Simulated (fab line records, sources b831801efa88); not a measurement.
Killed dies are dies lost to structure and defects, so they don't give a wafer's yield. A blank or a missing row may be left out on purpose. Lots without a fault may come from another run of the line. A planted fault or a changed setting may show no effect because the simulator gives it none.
A struck lot beside a sound one | flow sky130 | 15 steps out of a route of 708
Sound: wafers L698.1, L698.3, L698.6. Struck: wafers L686.2, L686.4, L686.5. The cause comes at the end.
At each step with rows: each side's tool, then ch and its chambers, then its first start. Under that, the readings that differ: sound wafers | struck wafers | difference of the means | sigmas: that difference in standard deviations of wafers without a fault.
alike: readings whose means differ by less than 2 such deviations, and words and numbers that are the same on both sides. not compared: withheld readings, readings that some wafer has no value for, bounds like >300 that may hide the same value, and numbers for which the record gives no deviation and whose values overlap.
The two part at a step that has a row with sigmas, a row that says differs or no value, or rows on one side only. Numbers that don't overlap but have no deviation are shown without sigmas and don't part them. A reading that every wafer of one side lacks parts them only if that side has two wafers or more.

first, 4 steps without rows for these wafers: SKY_LDD_HVP_SOFTBAKE_03 (time 60 s); SKY_LDD_HVP_EXPOSE_04 (exposes mask HVPTM, target cd 700 nm); SKY_LDD_HVP_PEB_05; SKY_LDD_HVP_DEVELOP_06 (develop time 60 s).
SKY_LDD_HVP_OVL_MEAS_07:
  sound on overlay-01, day 27 03:42; struck on overlay-02, day 22 03:16
  alike: LDD_HVP_OVL
then, 1 step without rows for these wafers: SKY_LDD_HVP_IMPLANT_08.
SKY_LDD_HVP_STRIP_09: strips in O2/N2.
  sound on plasma_asher-03 ch 0,1, day 27 03:53; struck on plasma_asher-03 ch 1, day 22 03:27
  alike: drypump_motor_current_A, oes_product_au, strip_time_to_endpoint_s
  not compared: rf_hours_counter_h
SKY_LDD_HVP_TW_MEAS_10:
  sound on film_metro-03, day 27 03:59; struck on film_metro-03, day 22 03:34
  alike: LDD_HVP_TW
then, 4 steps without rows for these wafers: SKY_LDD_LDN_DEHYDRATE_00 (time 60 s); SKY_LDD_LDN_HMDS_01 (prime time 60 s); SKY_LDD_LDN_COAT_02 (resist thk 1140 nm); SKY_LDD_LDN_SOFTBAKE_03 (time 60 s).
SKY_LDD_LDN_EXPOSE_04: exposes mask LDNTM, target cd 700 nm.
  sound on iline_stepper-01 ch 0, day 27 19:07; struck on iline_stepper-02 ch 0, day 22 19:23
  reading | sound                   | struck                           | difference | sigmas
  mask    | LDNTM#0 LDNTM#0 LDNTM#0 | LDNTM_R1#0 LDNTM_R1#0 LDNTM_R1#0 | differs    |
then, 1 step without rows for these wafers: SKY_LDD_LDN_PEB_05.
-- the record jumps here: 23 days lie between the struck wafers' starts before and after (it left off in module LDD_LDN and takes up again in module PAD_OPEN, whose first step shown is number 708 of the route) --
SKY_PAD_OPEN_PROBE_99:
  sound on prober-02, day 49 11:42; struck on prober-02, day 46 04:10
  alike: killed_at_M0_to_M3, killed_at_M4_up, killed_at_contacts, killed_at_front_end, killed_at_other, killed_dies, killed_open, killed_short

WHERE THEY PART
Only at SKY_LDD_LDN_EXPOSE_04, within this record. Later steps at which nothing parts them and some readings are alike: SKY_PAD_OPEN_PROBE_99.

WHY: what the simulator had put in
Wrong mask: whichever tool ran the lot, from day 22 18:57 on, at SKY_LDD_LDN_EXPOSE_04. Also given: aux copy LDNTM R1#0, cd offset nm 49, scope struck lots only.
